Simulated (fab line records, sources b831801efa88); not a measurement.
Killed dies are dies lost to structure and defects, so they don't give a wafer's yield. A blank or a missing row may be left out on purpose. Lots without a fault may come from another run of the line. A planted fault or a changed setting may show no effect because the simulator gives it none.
Which tool did it? | flow gf180mcu | 12 lots, 36 wafers sampled, at 1 step of a route of 602

WHAT THE GAUGES READ, wafer by wafer
GF_VT_IMPLANT_OVL_MEAS_07.
lot  | measured     | on         | VT_IMPLANT_OVL (nm)
L075 | day 6 01:43  | overlay-02 | 3.6 0.7 3.8
L077 | day 6 14:12  | overlay-02 | -0.1 1.2 1.3
L079 | day 7 03:14  | overlay-01 | 2.0 0.5 2.2
L081 | day 7 15:08  | overlay-01 | 1.3 0.2 -1.4
L083 | day 8 02:56  | overlay-02 | -0.9 0.4 0.8
L085 | day 8 13:59  | overlay-02 | 1.7 -0.3 1.2
L087 | day 9 02:34  | overlay-02 | 1.6 0.4 -0.3
L089 | day 9 16:32  | overlay-02 | 0.1 -0.6 1.5
L091 | day 10 03:44 | overlay-01 | 1.3 0.0 2.7
L093 | day 10 16:56 | overlay-02 | 0.5 1.8 -0.7
L095 | day 11 05:53 | overlay-01 | 3.3 1.7 2.5
L097 | day 11 17:47 | overlay-01 | 1.4 2.1 -0.3

WHICH TOOL RAN EACH LOT (tool, then ch and the chambers of the sampled wafers, then the start)
The record holds no process step before these readings.

THE ANSWER, worked out from the rows above alone
Rule: what is usual is taken from the lots themselves. Put in order of their means at a reading, lots are off if they are a third of the lots or fewer, leave a main group of 4 or more, and stand apart from it by a gap of 3 or more times the standard deviation of the main group's means; of several such gaps the widest counts. A main group whose means are all the same, to the digits that the tables above print for the reading, isn't used. A lot without any number at a reading at which 4 lots or more have one is off too. The other lots that the step has rows for count as sound.
No lot is off at any reading shown: from this, nothing can be told.

WHAT THE SIMULATOR HAD PUT IN
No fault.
